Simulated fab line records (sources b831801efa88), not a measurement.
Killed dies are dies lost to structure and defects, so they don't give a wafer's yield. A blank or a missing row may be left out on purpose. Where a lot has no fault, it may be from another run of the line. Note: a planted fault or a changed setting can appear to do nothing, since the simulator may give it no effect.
Problem report in the 8D (eight disciplines) form, filled by code    flow sky130    the parts of the form that need people (team, actions taken, sign-off) are left out

== 1. WHAT IS WRONG ==
Across 6 wafers from 2 lots, SD_P_TW at SKY_SD_P_TW_MEAS_11 averages 2572, while fault-free wafers read 2833 with a standard deviation of 13. Relative to the usual mean, that is a shift of -20 standard deviations.
First seen on wafer L102.2, day 28 09:50, on filmMetro-02. Wafers with a number at this step in the record: 33, from 11 lots. Rule for "out" (also "out of limits"): further than 4 standard deviations from the usual mean. The rest of the wafers with a number are treated as sound.

== 2. WHAT IT IS, WHAT IT ISN'T ==
question                     is                          is not
which readings at this step  SD_P_TW                     -
which lots                   L102, L104                  L105, L108, L110, L113, L114, L115, L116, L993, L996
which wafers of those lots   all that have a number      -
read on which gauges         filmMetro-02, filmMetro-04  filmMetro-01
when                         from day 28 09:50           up to then (6 sound wafers); but 21 sound wafers of L105, L108, L110, L113, L114, L115, L116 came after

== 3. THE SUSPECTS, EACH WITH WHAT RULES IT OUT ==
Counting: any tool at a process step up to the reading is kept as a suspect provided that every lot that is out went through it and no sound lot did after the first of them.
- ruled out: the gauge at SKY_SD_P_TW_MEAS_11. The wafers that are out were read on 2 gauges (filmMetro-02, filmMetro-04).
- plasmaAsher-01 at SKY_LDD_HVP_STRIP_09 (strips in O2/N2): ruled out as a lasting fault. Sound lots L105, L115 ran on it after its first lot that is out, L102 (day 24 12:37).
- implanter-03 at SKY_SD_P_IMPLANT_09: ruled out as a lasting fault. Sound lots L114, L115 ran on it after its first lot that is out, L102 (day 28 09:37).
- plasmaAsher-04 at SKY_SD_P_STRIP_10 (strips in O2/N2): ruled out as a lasting fault. Sound lots L110, L115 ran on it after its first lot that is out, L102 (day 28 09:44).
Left after counting: nothing in the record.

== 4. THE CAUSE (what the simulator had put in) ==
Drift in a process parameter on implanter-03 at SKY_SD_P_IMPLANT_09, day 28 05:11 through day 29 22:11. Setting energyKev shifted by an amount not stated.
It was ruled out by counting, in error; the rule expects a fault to strike all lots run on its tool from its start on, and this fault did not.

== 5. SEQUENCE OF EFFECTS, ordered by route ==
Each row: a reading where the mean over the struck wafers with a number is more than 3 standard deviations away from the usual. Only readings for which the record gives a usual standard deviation are gone through. hours: the time from each lot's start at the first step in this table that gives one to its start at this step, as a median over the lots. sigmas: the change in usual standard deviations.
hours  step                 reading               usual         on struck wafers  change  sigmas
0      SKY_SD_P_IMPLANT_09  beamEnergyKeV         20.000        14.029            -5.971  -99 or more
0      SKY_SD_P_STRIP_10    oesProductAu          0.617 a.u.    0.637             +0.020  +4.7
0      SKY_SD_P_STRIP_10    stripTimeToEndpointS  17.50 s       16.58             -0.92   -29
0      SKY_SD_P_TW_MEAS_11  SD_P_TW               2833          2572              -261    -20
57     SKY_SD_N_RS_MEAS_17  SD_P_RS               147.0 ohm/sq  170.5             +23.5   +57
Here are the process steps it includes:
- SKY_SD_P_IMPLANT_09
- SKY_SD_P_STRIP_10: strips in O2/N2.

== 6. HOW IT WOULD HAVE BEEN CAUGHT EARLIER ==
In this record the first reading out of limits at a measuring or inspecting step was taken at day 28 09:50, 5 hours after the fault began at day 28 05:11.
Tool's own readings at SKY_SD_P_IMPLANT_09, beamEnergyKeV: out on all struck wafers the step has rows for; an alarm limit on them would have tripped on the first.
